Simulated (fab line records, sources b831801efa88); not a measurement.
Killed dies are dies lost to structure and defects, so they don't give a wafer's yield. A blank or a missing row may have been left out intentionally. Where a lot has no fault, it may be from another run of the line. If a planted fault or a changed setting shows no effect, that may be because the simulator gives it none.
A lot that was struck, set against a sound lot    flow gf180mcu    14 steps out of a route of 602
Sound: the wafers L381.1, L381.2, L381.6. Wafers struck: L394.3, L394.4, L394.5. The cause is given at the end.
Order at every step that has rows: each side's tool, ch and its chambers, its first start. Under that, the readings that differ: sound wafers    struck wafers    difference of the means    sigmas: that difference in standard deviations of wafers without a fault.
alike: readings with means less than 2 such deviations apart, plus words and numbers identical on both sides. not compared: withheld readings, readings lacking a value on some wafer, bounds such as >300 that could conceal the same value, and numbers that have no deviation in the record and whose values overlap.
Wherever a step has rows on one side only, a row that says differs or no value, or a row with sigmas, the two part there. Non-overlapping numbers with no deviation appear without sigmas and do not part them. Lack of a reading on every wafer of one side parts them only where that side has two or more wafers.

GF_M1_SPUTTER_00: material Ti, target thk 37.5 nm, time 150 s.
  sound: pvd-sputter-04 at day 16 07:44; struck: pvd-sputter-01 at day 21 03:32
  alike: cathode-dc-power-W, throttle-valve-pct
GF_M1_SPUTTER_01: material TiN, target thk 30 nm, time 25 s.
  sound: pvd-sputter-04 at day 16 07:50; struck: pvd-sputter-01 at day 21 03:38
  alike: cathode-dc-power-W, throttle-valve-pct
GF_M1_SPUTTER_02: material AlCu, target thk 450 nm, time 23.9 s.
  sound: pvd-sputter-04 at day 16 07:52; struck: pvd-sputter-01 at day 21 03:40
  alike: cathode-dc-power-W, throttle-valve-pct
GF_M1_SPUTTER_03: material Ti, target thk 10 nm, time 6.7 s.
  sound: pvd-sputter-04 at day 16 07:54; struck: pvd-sputter-01 at day 21 03:42
  alike: cathode-dc-power-W, throttle-valve-pct
GF_M1_SPUTTER_04: material TiN, target thk 50 nm, time 41.7 s.
  sound: pvd-sputter-04 at day 16 07:55; struck: pvd-sputter-01 at day 21 03:43
  alike: cathode-dc-power-W, throttle-valve-pct
GF_M1_RS_MEAS_05: uses a four-point probe to measure.
  sound: film-metro-02 at day 16 07:58; struck: film-metro-03 at day 21 03:48
  alike: M1_ALCU_RS
GF_M1_THK_MEAS_06: measures by xrf.
  sound: film-metro-02 at day 16 08:05; struck: film-metro-03 at day 21 03:54
  alike: M1_ALCU_THK
then, 5 steps without rows for these wafers: GF_M1_DEHYDRATE_07 (time 60 s); GF_M1_HMDS_08 (prime time 60 s); GF_M1_COAT_09 (resist thk 1000 nm); GF_M1_SOFTBAKE_10 (time 60 s); GF_M1_EXPOSE_11 (exposes mask Metal1, target cd 230 nm).
GF_M1_PEB_12: peb time 90 s.
  sound on litho-track-03 ch 0, day 17 05:47; struck on litho-track-04, day 22 02:28
  no value came back on the struck wafers for chill-plate-temp-C (C), exhaust-pa (Pa), plate-temp-C (C); on the sound wafers chill-plate-temp-C (C) reads 23.10 22.96 22.95
then, 1 step without rows for these wafers: GF_M1_DEVELOP_13 (develop time 60 s).

## WHERE THEY PART
Only at GF_M1_PEB_12, as far as this record shows.

WHY: what the simulator had put in
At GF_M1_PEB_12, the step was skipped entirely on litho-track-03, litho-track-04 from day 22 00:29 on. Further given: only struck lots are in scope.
